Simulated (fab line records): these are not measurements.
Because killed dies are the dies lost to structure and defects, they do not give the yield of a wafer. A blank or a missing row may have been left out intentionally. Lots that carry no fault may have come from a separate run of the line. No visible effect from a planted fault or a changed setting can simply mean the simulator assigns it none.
Split-lot study    flow gf180mcu    27 wafers read from 5 lots, route of 602 steps

ON THE SPLIT
At GF_STI_WET_ETCH_26 (etches SiO2 in dHF, target depth 94 nm, time 188 s), the setting time_s was moved away from the recipe's 188 s on 18 of the 27 wafers read, by -47.4% to +21.7%. For the rest of the wafers, this setting stayed at what the recipe calls for.

The reading is taken at the split's own step.

THE READING
SiO2_of_STI_CVD_23.thk_nm (the simulator's own value, which no gauge read), in nm, at GF_STI_WET_ETCH_26 (etches SiO2 in dHF, target depth 94 nm, time 188 s). No usual value for it is given in the file. The 9 wafers here that ran the recipe average 431.9 nm, standard deviation 1 nm.

wafer   tool, chamber at the split  time_s as run, s  against the recipe  SiO2_of_STI_CVD_23.thk_nm, nm  against lot-mates on the recipe
L074.1  -, -                        188               recipe              431.7                          -
L074.2  -, -                        188               recipe              433.4                          -
L074.5  -, -                        188               recipe              433.4                          -
L074.3  -, -                        188               recipe              431.3                          -
L074.4  -, -                        188               recipe              432                            -
L074.6  -, -                        188               recipe              432.7                          -
L077.1  -, -                        121               -35.6%              467.4                          no lot-mate on the recipe
L077.2  -, -                        121               -35.6%              465.3                          no lot-mate on the recipe
L077.3  -, -                        121               -35.6%              464.3                          no lot-mate on the recipe
L077.4  -, -                        121               -35.6%              464.7                          no lot-mate on the recipe
L077.5  -, -                        121               -35.6%              465.2                          no lot-mate on the recipe
L077.6  -, -                        121               -35.6%              466.6                          no lot-mate on the recipe
L080.1  -, -                        98.85             -47.4%              475.7                          no lot-mate on the recipe
L080.2  -, -                        98.85             -47.4%              474.5                          no lot-mate on the recipe
L080.3  -, -                        98.85             -47.4%              474.7                          no lot-mate on the recipe
L080.4  -, -                        98.85             -47.4%              476.2                          no lot-mate on the recipe
L080.5  -, -                        98.85             -47.4%              475.5                          no lot-mate on the recipe
L080.6  -, -                        98.85             -47.4%              476.4                          no lot-mate on the recipe
L082.1  -, -                        228.8             +21.7%              410.2                          no lot-mate on the recipe
L082.2  -, -                        228.8             +21.7%              411.9                          no lot-mate on the recipe
L082.3  -, -                        228.8             +21.7%              411.2                          no lot-mate on the recipe
L082.4  -, -                        228.8             +21.7%              412.9                          no lot-mate on the recipe
L082.5  -, -                        228.8             +21.7%              412.8                          no lot-mate on the recipe
L082.6  -, -                        228.8             +21.7%              411.7                          no lot-mate on the recipe
L084.2  wet_bench-01, 2             188               recipe              431.1                          -
L084.3  wet_bench-01, 2             188               recipe              431                            -
L084.4  wet_bench-01, 2             188               recipe              430.5                          -

FIT RESULTS
A straight line over all 27 wafers: SiO2_of_STI_CVD_23.thk_nm changes by -0.928 nm for each +1% of time_s; r = -1.00; the points scatter about the line by 1 nm.
Too few moved wafers have a lot-mate on the recipe to fit a line with each lot's own level taken away.

FILE'S OWN FIT
SiO2_of_STI_CVD_23.thk_nm changes by -0.928 nm for each +1% of time_s, r = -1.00.
